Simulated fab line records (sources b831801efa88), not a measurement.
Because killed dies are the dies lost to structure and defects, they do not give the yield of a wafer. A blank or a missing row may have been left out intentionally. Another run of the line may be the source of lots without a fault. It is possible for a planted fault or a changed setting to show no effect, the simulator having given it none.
fab line records | flow sky130
[record] lots = 6 wafers = 18 last_day = 50
route steps=708 shown LDD_HVN@274 LDD_HVP@278 LDD_LDN@289 PAD_OPEN@708
lots untouched by any fault: they come from a run of this same line in which no faults occurred
start_h: the number of hours between the record's first day and the start of the first shown wafer of the lot | wait_h: hours from the lot's prior step to this one | " the same as in the row above | L1.1+2: one row covering several wafers at once | - either no value or no given start | * or withheld: withheld | < > ~ a bound
route shown NAME@n: NAME is a module with steps in the file, n the number in the route of the first one | usual: average and standard deviation across the fault-free wafers | same: alike in all rows | chamber/n: place in a boat | sites: the reading at each site | _std_site: standard deviation across them | _edge_site: the outer-site mean with the inner-site mean subtracted | radius_mm: for every site, how far away it sits from the centre of the wafer | mask NAME#n: copy n | behind: the last tool/chamber to shape the wafer | hold: cause of the lot's hold/its duration in hours/its outcome | device: whichever transistor did not switch (one of n, p or np) | end of line: the same wafers' tests at the end of the route | a step given without rows: its recipe and nothing more | killed: dies lost to structure and defects at the first sort, not the wafer's yield | map: a wafer's dies, x killed, . not, _ none there
set.NAME: the setting as run; set.NAME@STEP: as run at that earlier step | model.NAME: the simulator's own value behind a step, which no gauge read
lots seen at some steps along the route; tables by step, rows by wafer
services: from which hour (start_h, from the record's first day; less than 0 if before it) a tool's chamber was out of use, for how many hours, and why
[[steps]]
[step SKY_LDD_HVN_OVL_MEAS_07]
[usual] LDD_HVN_OVL = -0.1/1.5
// columns lot.wafer tool chamber start_h wait_h LDD_HVN_OVL[nm]
L410.1 overlay-01 - 516.98 0.1 2.6
L410.2 " - " " 1.6
L410.5 " - " " 2.8
L414.2 overlay-01 - 536.54 0.1 -1.8
L414.4 " - " " -1.9
L414.6 " - " " -1.2
L416.2 overlay-01 - 553.27 0.1 -1.1
L416.4 " - " " 2.1
L416.6 " - " " 2.2
L418.3 overlay-02 - 570.40 0.1 -1.9
L418.4 " - " " 1.0
L418.5 " - " " -2.3
L425.1 overlay-02 - 633.29 0.1 0.4
L425.4 " - " " -0.5
L425.6 " - " " 1.3
L426.1 overlay-01 - 639.38 0.1 1.6
L426.4 " - " " 0.4
L426.6 " - " " -0.3
[step SKY_LDD_HVN_IMPLANT_08]
[recipe] species = P energy_kev = 60 dose_cm2 = 3e+13 tilt_deg = 40
[step SKY_LDD_HVN_STRIP_09]
[recipe] chemistry = O2/N2 power_w = 1400 pressure_mtorr = 1500 platen_temp_c = withheld o2_flow_sccm = 3000 n2_flow_sccm = 300 overash_fraction = 0.5
[usual] chamber_pressure_mTorr = 1500.1/1.4 drypump_motor_current_A = 5.60/0.18 oes_product_au = 0.408/0.0048 strip_time_to_endpoint_s = 4.133/0.017
// columns lot.wafer tool chamber start_h wait_h chamber_pressure_mTorr drypump_motor_current_A oes_product_au rf_hours_counter_h strip_time_to_endpoint_s
L410.1 plasma_asher-01 1 517.17 0.1 1501.2 5.52 0.413 41 4.117
L410.2 " 0 " " 1498.0 5.84 0.412 41 4.143
L410.5 " 1 " " 1500.1 5.53 0.411 - 4.125
L414.2 plasma_asher-02 1 536.72 0.1 1501.3 5.41 0.407 72 4.154
L414.4 " 0 " " 1502.4 5.71 0.408 - 4.131
L414.6 " 1 " " 1499.1 5.43 0.405 - 4.141
L416.2 plasma_asher-01 1 553.45 0.1 1501.2 5.54 0.400 45 4.122
L416.4 " 1 " " 1499.6 5.51 0.416 - 4.129
L416.6 " 1 " " 1498.6 5.52 0.406 - 4.114
L418.3 plasma_asher-01 0 570.61 0.1 1501.9 5.82 0.405 - 4.135
L418.4 " 1 " " 1498.1 5.53 0.414 - 4.130
L418.5 " 1 " " 1499.6 5.52 0.409 - 4.130
L425.1 plasma_asher-04 1 633.47 0.1 1500.4 5.73 0.414 95 4.117
L425.4 " 0 " " 1500.4 5.12 0.410 - 4.133
L425.6 " 1 " " 1500.0 5.72 0.402 - 4.128
L426.1 plasma_asher-02 0 639.57 0.1 1502.0 5.70 0.413 83 4.128
L426.4 " 0 " " 1498.0 5.69 0.415 - 4.159
L426.6 " 1 " " 1500.2 5.38 0.405 - 4.143
[step SKY_LDD_HVN_TW_MEAS_10]
[usual] LDD_HVN_TW = 1430/22
// columns lot.wafer tool chamber start_h wait_h LDD_HVN_TW
L410.1 film_metro-02 - 517.27 0.1 1432
L410.2 " - " " 1430
L410.5 " - " " 1435
L414.2 film_metro-02 - 536.83 0.1 1422
L414.4 " - " " 1419
L414.6 " - " " 1434
L416.2 film_metro-01 - 553.56 0.1 1474
L416.4 " - " " 1469
L416.6 " - " " 1471
L418.3 film_metro-02 - 570.69 0.1 1433
L418.4 " - " " 1435
L418.5 " - " " 1435
L425.1 film_metro-02 - 633.57 0.1 1432
L425.4 " - " " 1431
L425.6 " - " " 1425
L426.1 film_metro-02 - 639.67 0.1 1433
L426.4 " - " " 1437
L426.6 " - " " 1438
[step SKY_LDD_HVP_DEHYDRATE_00]
[recipe] temp_c = 200 time_s = 60
[step SKY_LDD_HVP_HMDS_01]
[recipe] prime_time_s = 60 prime_temp_c = 120
[step SKY_LDD_HVP_COAT_02]
[recipe] resist = NOVOLAK spin_rpm = 3000 resist_thk_nm = 300
[step SKY_LDD_HVP_SOFTBAKE_03]
[recipe] temp_c = 90 time_s = 60 resist = NOVOLAK
[step SKY_LDD_HVP_EXPOSE_04]
[recipe] mask_id = HVPTM na = 0.6 source_shape = conventional sigma_outer = 0.6 polarization = unpolarized target_cd_nm = 700 dose_mj = 86
[step SKY_LDD_HVP_PEB_05]
[recipe] temp_c = withheld time_s = * resist = NOVOLAK
[step SKY_LDD_HVP_DEVELOP_06]
[recipe] resist = NOVOLAK developer = TMAH develop_time_s = 60 dev_temp_c = 23
[step SKY_LDD_HVP_OVL_MEAS_07]
[usual] LDD_HVP_OVL = 0.2/1.5
// columns lot.wafer tool chamber start_h wait_h LDD_HVP_OVL[nm]
L410.1 overlay-02 - 547.56 0.1 0.8
L410.2 " - " " -0.4
L410.5 " - " " 1.3
L414.2 overlay-01 - 566.97 0.1 2.2
L414.4 " - " " 2.9
L414.6 " - " " 2.7
L416.2 overlay-01 - 582.97 0.1 0.1
L416.4 " - " " -0.9
L416.6 " - " " -0.1
L418.3 overlay-02 - 599.26 0.1 1.3
L418.4 " - " " 1.9
L418.5 " - " " -1.8
L425.1 overlay-02 - 662.76 0.1 -0.2
L425.4 " - " " -0.7
L425.6 " - " " 0.2
L426.1 overlay-02 - 668.20 0.1 0.6
L426.4 " - " " 1.4
L426.6 " - " " -0.7
[step SKY_LDD_HVP_IMPLANT_08]
[recipe] species = B energy_kev = 20 dose_cm2 = 1.7e+13 tilt_deg = 17.9
[usual] dose_ions_cm2 = 1.7001e+13/1.7e+10 faraday_current_uA = 96.3/1.7
// columns lot.wafer tool chamber start_h wait_h dose_ions_cm2 faraday_current_uA
L410.1 implanter-01 0 547.60 0.0 1.6982e+13 96.5
L410.2 " 0 " " 1.6989e+13 96.4
L410.5 " 0 " " 1.6994e+13 95.7
L414.2 implanter-01 0 567.02 0.0 8.624e+12 47.7
L414.4 " 0 " " 8.608e+12 49.9
L414.6 " 0 " " 8.651e+12 48.3
L416.2 implanter-01 0 583.02 0.0 8.63e+12 47.2
L416.4 " 0 " " 8.616e+12 48.4
L416.6 " 0 " " 8.607e+12 47.8
L418.3 implanter-04 0 599.33 0.1 1.7011e+13 95.4
L418.4 " 0 " " 1.701e+13 97.5
L418.5 " 0 " " 1.703e+13 94.1
L425.1 implanter-03 0 662.80 0.0 1.6996e+13 95.4
L425.4 " 0 " " 1.6991e+13 96.6
L425.6 " 0 " " 1.6988e+13 94.8
L426.1 implanter-01 0 668.23 0.0 1.697e+13 100.6
L426.4 " 0 " " 1.6999e+13 96.7
L426.6 " 0 " " 1.6995e+13 97.8
[step SKY_LDD_HVP_STRIP_09]
[recipe] chemistry = O2/N2 power_w = 1400 pressure_mtorr = 1500 platen_temp_c = withheld o2_flow_sccm = 3000 n2_flow_sccm = 300 overash_fraction = 0.5
[usual] chamber_pressure_mTorr = 1500.1/1.5 drypump_motor_current_A = 5.6/0.45 oes_product_au = 0.409/0.0046 strip_time_to_endpoint_s = 4.133/0.015
// columns lot.wafer tool chamber start_h wait_h chamber_pressure_mTorr drypump_motor_current_A oes_product_au rf_hours_counter_h strip_time_to_endpoint_s
L410.1 plasma_asher-02 0 547.75 0.1 1500.1 5.7 0.406 73 4.125
L410.2 " 1 " " 1500.6 5.5 0.403 73 4.161
L410.5 " 1 " " 1500.0 5.5 0.405 - 4.126
L414.2 plasma_asher-03 0 567.15 0.1 1497.9 6.5 0.411 14 4.136
L414.4 " 1 " " 1501.5 5.0 0.413 - 4.140
L414.6 " 1 " " 1500.9 5.0 0.418 - 4.137
L416.2 plasma_asher-04 0 583.15 0.1 1500.1 5.1 0.407 89 4.117
L416.4 " 0 " " 1500.2 5.1 0.410 - 4.118
L416.6 " 1 " " 1499.7 5.7 0.406 - 4.126
L418.3 plasma_asher-03 0 599.46 0.1 1499.1 6.5 0.407 - 4.140
L418.4 " 1 " " 1500.7 5.0 0.403 - 4.134
L418.5 " 1 " " 1502.3 5.0 0.410 - 4.138
L425.1 plasma_asher-02 1 662.95 0.1 1496.9 5.5 0.416 85 4.144
L425.4 " 0 " " 1499.5 5.7 0.410 - 4.136
L425.6 " 1 " " 1499.1 5.4 0.403 - 4.129
L426.1 plasma_asher-02 0 668.38 0.1 1499.5 5.7 0.409 86 4.125
L426.4 " 1 " " 1499.7 5.5 0.413 - 4.142
L426.6 " 1 " " 1498.9 5.4 0.402 - 4.140
[step SKY_LDD_HVP_TW_MEAS_10]
[usual] LDD_HVP_TW = 457/9.1
// columns lot.wafer tool chamber start_h wait_h LDD_HVP_TW
L410.1 film_metro-04 - 547.85 0.1 451
L410.2 " - " " 450
L410.5 " - " " 451
L414.2 film_metro-04 - 567.26 0.1 361
L414.4 " - " " 364
L414.6 " - " " 363
L416.2 film_metro-04 - 583.26 0.1 365
L416.4 " - " " 364
L416.6 " - " " 363
L418.3 film_metro-01 - 599.55 0.1 464
L418.4 " - " " 466
L418.5 " - " " 465
L425.1 film_metro-04 - 663.05 0.1 449
L425.4 " - " " 448
L425.6 " - " " 449
L426.1 film_metro-01 - 668.48 0.1 467
L426.4 " - " " 464
L426.6 " - " " 467
[step SKY_LDD_LDN_DEHYDRATE_00]
[recipe] temp_c = 200 time_s = 60
[step SKY_PAD_OPEN_PROBE_99]
[usual] killed_at_M0_to_M3 = 44/6.9 killed_at_M4_up = 3.3/1.8 killed_at_contacts = 24/5 killed_at_front_end = 16/4.6 killed_at_other = 0.2/0.42 killed_dies = 88/9.2 killed_open = 48/7.3 killed_short = 40/6.5
[same] gross_dies = 492 killed_at_back_side = 0
// columns lot.wafer tool chamber start_h wait_h killed_at_M0_to_M3 killed_at_M4_up killed_at_contacts killed_at_front_end killed_at_other killed_dies killed_open killed_short model.etest.tip_p_5v.rs_ohm_sq model.etest.pfet_g5v0d10v5.r_on_ohm_um model.etest.tip_p_5v.rs_ohm_sq_range model.etest.pfet_g5v0d10v5.drive_ua_um model.etest.ring_5v.delay_ps model.etest.pfet_g5v0d10v5.off_log10_a_um model.etest.pfet_g5v0d10v5.vt_sat_v
L410.1 prober-02 - 1112.19 0.1 30 2 26 19 1 78 39 37 2899 4918 65.81 332.8 45.57 -12.97 -0.6883
L410.2 prober-02 - 1112.24 0.1 33 3 27 21 0 84 40 43 2851 4903 46.36 331.7 45.17 -12.93 -0.667
L410.5 prober-02 - 1112.39 0.2 53 1 21 13 0 88 58 28 2882 4790 63.28 338.3 45.18 -12.65 -0.6486
L414.2 prober-01 - 1128.77 0.1 39 3 24 11 0 77 46 30 4709 5067 145.3 320.9 45.78 -13.26 -0.7156
L414.4 prober-01 - 1128.87 0.2 45 2 24 20 0 91 50 39 4726 5031 216 323.1 45.58 -13.32 -0.729
L414.6 prober-01 - 1128.97 0.2 37 1 19 15 0 72 37 35 4725 5032 313 320.9 45.76 -13.43 -0.732
L416.2 prober-01 - 1133.84 0.1 57 2 19 22 0 100 53 47 4688 4986 110.3 327.1 45.73 -13.02 -0.6599
L416.4 prober-01 - 1133.94 0.2 45 2 29 32 0 108 59 49 4669 4913 141 328.3 45.33 -13.09 -0.6645
L416.6 prober-01 - 1134.04 0.2 47 4 28 18 0 97 59 38 4711 4982 93.27 330 45.72 -12.79 -0.6564
L418.3 prober-01 - 1147.92 0.2 46 5 20 15 0 86 43 43 2850 4818 76.32 339.4 45.13 -12.74 -0.6732
L418.4 prober-01 - 1147.97 0.2 50 3 34 13 0 100 58 42 2842 4748 97.7 341.9 44.67 -12.73 -0.6539
L418.5 prober-01 - 1148.02 0.2 41 3 30 13 0 87 45 42 2845 4770 49.38 345.1 44.75 -12.58 -0.6454
L425.1 prober-02 - 1187.48 0.1 31 2 19 11 0 63 35 28 2893 4797 75.21 339.5 44.94 -12.42 -0.6409
L425.4 prober-02 - 1187.63 0.2 57 4 29 8 0 98 64 34 2890 4772 109.4 339.9 44.87 -12.48 -0.6308
L425.6 prober-02 - 1187.73 0.2 46 4 28 7 0 85 42 43 2888 4743 93.41 346.4 44.85 -12.58 -0.6406
L426.1 prober-01 - 1187.90 0.1 47 4 13 19 0 83 37 46 2868 4820 80.92 335.4 45.06 -12.95 -0.6694
L426.4 prober-01 - 1188.05 0.2 42 2 21 18 0 83 52 31 2874 4766 93.46 344.4 44.82 -12.36 -0.6135
L426.6 prober-01 - 1188.15 0.2 41 2 25 23 1 92 48 43 2838 4777 86.95 343.2 44.87 -12.67 -0.6243
// killed by level:class
L410.1 LI_CONTACT:geometric_particle:open=10 VIA1:geometric_particle:open=8 CONTACT:geometric_particle:short=6 CONTACT:geometric_particle:open=5 VIA2:geometric_particle:open=5 FIELD_ISO:geometric_particle:short=4 VIA1:geometric_particle:short=4 METAL2:geometric_particle:short=4
L410.2 LI_CONTACT:geometric_particle:open=8 CONTACT:geometric_particle:open=8 VIA1:geometric_particle:open=8 METAL1:geometric_particle:short=8 CONTACT:geometric_particle:short=6 VIA3:geometric_particle:short=6 FIELD_ISO:geometric_particle:short=4 FIELD_ISO:geometric_particle:open=4
L410.5 VIA1:geometric_particle:open=13 VIA2:geometric_particle:open=11 LI_CONTACT:geometric_particle:open=9 CONTACT:geometric_particle:open=6 FIELD_ISO:geometric_particle:open=5 VIA2:geometric_particle:short=5 METAL1:geometric_particle:short=4 VIA3:geometric_particle:open=3
L414.2 VIA1:geometric_particle:open=10 CONTACT:geometric_particle:open=9 VIA2:geometric_particle:open=6 LI_CONTACT:geometric_particle:open=5 CONTACT:geometric_particle:short=5 FIELD_ISO:geometric_particle:short=4 METAL2:geometric_particle:short=4 VIA3:geometric_particle:open=4
L414.4 CONTACT:geometric_particle:open=12 METAL1:geometric_particle:short=8 METAL2:geometric_particle:short=8 VIA2:geometric_particle:open=6 LI_CONTACT:geometric_particle:open=6 VIA3:geometric_particle:open=6 FIELD_ISO:geometric_particle:open=5 POLY_GATE:geometric_particle:open=5
L414.6 VIA1:geometric_particle:open=10 FIELD_ISO:geometric_particle:short=7 CONTACT:geometric_particle:open=7 LI_CONTACT:geometric_particle:open=5 LOCAL_INTERCONNECT:geometric_particle:short=5 METAL1:geometric_particle:short=5 VIA2:geometric_particle:open=5 VIA3:geometric_particle:open=4
L416.2 VIA1:geometric_particle:open=17 VIA3:geometric_particle:open=9 FIELD_ISO:geometric_particle:short=8 LI_CONTACT:geometric_particle:open=6 VIA1:geometric_particle:short=6 FIELD_ISO:geometric_particle:open=5 VIA2:geometric_particle:short=5 CONTACT:geometric_particle:open=5
L416.4 CONTACT:geometric_particle:open=16 FIELD_ISO:geometric_particle:short=12 VIA1:geometric_particle:open=9 FIELD_ISO:geometric_particle:open=7 METAL1:geometric_particle:short=6 POLY_GATE:geometric_particle:open=5 VIA2:geometric_particle:open=5 LI_CONTACT:geometric_particle:open=5
L416.6 VIA1:geometric_particle:open=15 CONTACT:geometric_particle:open=10 LOCAL_INTERCONNECT:geometric_particle:short=7 VIA3:geometric_particle:open=7 FIELD_ISO:geometric_particle:open=6 LI_CONTACT:geometric_particle:open=5 CONTACT:geometric_particle:short=5 METAL2:geometric_particle:short=5
L418.3 CONTACT:geometric_particle:open=11 METAL1:geometric_particle:short=8 VIA1:geometric_particle:open=8 VIA3:geometric_particle:open=7 FIELD_ISO:geometric_particle:short=6 METAL2:geometric_particle:short=6 VIA1:geometric_particle:short=5 FIELD_ISO:geometric_particle:open=3
L418.4 CONTACT:geometric_particle:open=14 VIA1:geometric_particle:open=13 VIA2:geometric_particle:open=8 LI_CONTACT:geometric_particle:open=7 VIA1:geometric_particle:short=6 VIA3:geometric_particle:open=6 CONTACT:geometric_particle:short=5 VIA3:geometric_particle:short=5
L418.5 CONTACT:geometric_particle:open=13 VIA1:geometric_particle:open=11 METAL2:geometric_particle:short=9 POLY_GATE:geometric_particle:short=6 VIA3:geometric_particle:open=6 LI_CONTACT:geometric_particle:open=5 LOCAL_INTERCONNECT:geometric_particle:short=5 CONTACT:geometric_particle:short=5
L425.1 VIA1:geometric_particle:open=9 VIA2:geometric_particle:open=9 LOCAL_INTERCONNECT:geometric_particle:short=5 LI_CONTACT:geometric_particle:open=4 METAL3:geometric_particle:short=4 FIELD_ISO:geometric_particle:open=3 LI_CONTACT:geometric_particle:short=3 CONTACT:geometric_particle:open=3
L425.4 VIA1:geometric_particle:open=16 LI_CONTACT:geometric_particle:open=12 CONTACT:geometric_particle:open=9 VIA2:geometric_particle:open=9 METAL1:geometric_particle:short=8 VIA3:geometric_particle:open=7 METAL4:geometric_particle:short=4 POLY_GATE:geometric_particle:open=3
L425.6 METAL1:geometric_particle:short=11 LI_CONTACT:geometric_particle:open=8 VIA1:geometric_particle:open=8 METAL2:geometric_particle:short=7 VIA2:geometric_particle:open=7 CONTACT:geometric_particle:short=6 CONTACT:geometric_particle:open=6 VIA3:geometric_particle:open=4
L426.1 METAL2:geometric_particle:short=7 VIA1:geometric_particle:open=7 VIA1:geometric_particle:short=6 VIA3:geometric_particle:short=6 FIELD_ISO:geometric_particle:short=5 VIA2:geometric_particle:short=5 VIA3:geometric_particle:open=5 FIELD_ISO:geometric_particle:open=4
L426.4 VIA1:geometric_particle:open=12 VIA2:geometric_particle:open=10 LI_CONTACT:geometric_particle:open=9 VIA3:geometric_particle:open=6 FIELD_ISO:geometric_particle:short=5 CONTACT:geometric_particle:open=5 VIA1:geometric_particle:short=5 POLY_GATE:geometric_particle:open=4
L426.6 VIA2:geometric_particle:open=9 CONTACT:geometric_particle:open=9 VIA1:geometric_particle:open=9 FIELD_ISO:geometric_particle:short=8 POLY_GATE:geometric_particle:open=7 CONTACT:geometric_particle:short=6 METAL2:geometric_particle:short=6 METAL1:geometric_particle:short=5
[[services]]
// columns tool chamber start_h hours kind
plasma_asher-02 - 513.27 4.5 repair
implanter-01 - 540.83 0.6 repair
implanter-04 - 565.57 8.4 pm
plasma_asher-04 - 577.74 1.3 repair
implanter-01 - 590.88 1.1 repair
implanter-03 - 597.20 4.4 pm
plasma_asher-04 - 606.64 2.8 pm
plasma_asher-01 - 614.40 28.1 pm
implanter-03 - 640.31 3.9 repair
implanter-03 - 646.01 0.7 repair
implanter-03 - 651.64 5.4 pm
[[key]]
[first_sign] step = SKY_LDD_HVP_IMPLANT_08 reading = dose_ions_cm2 direction = down sigmas = 99+ usual = * struck = *
[effect] step = SKY_LDD_HVP_IMPLANT_08 reading = faraday_current_uA direction = down sigmas = 28 usual = 96.3 struck = 48.2
[effect] step = SKY_LDD_HVP_TW_MEAS_10 reading = LDD_HVP_TW direction = down sigmas = 10 usual = 457 struck = 363
[model_effect] step = SKY_PAD_OPEN_PROBE_99 value = etest.tip_p_5v.rs_ohm_sq without = 2838 struck = 4705
met_at SKY_LDD_HVP_IMPLANT_08
struck_wafers L414.2,L414.4,L414.6,L416.2,L416.4,L416.6
tester_left_out L414,L416
onset_between 547.60 567.02
[fault] kind = process_parameter_drift tool = implanter-01 chamber = - onset_h = 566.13 steps = SKY_LDD_HVP_IMPLANT_08 channel = dose_cm2 offset = * shape = step end_h = 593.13 acts_in = * stated = *
// tester_left_out: of these lots the tester's yield and bins aren't shown, on N5 and GAA mostly nor the transistor test; their killed dies are dies lost to structure and defects alone, not to doping, threshold or leakage, so they don't give the yield
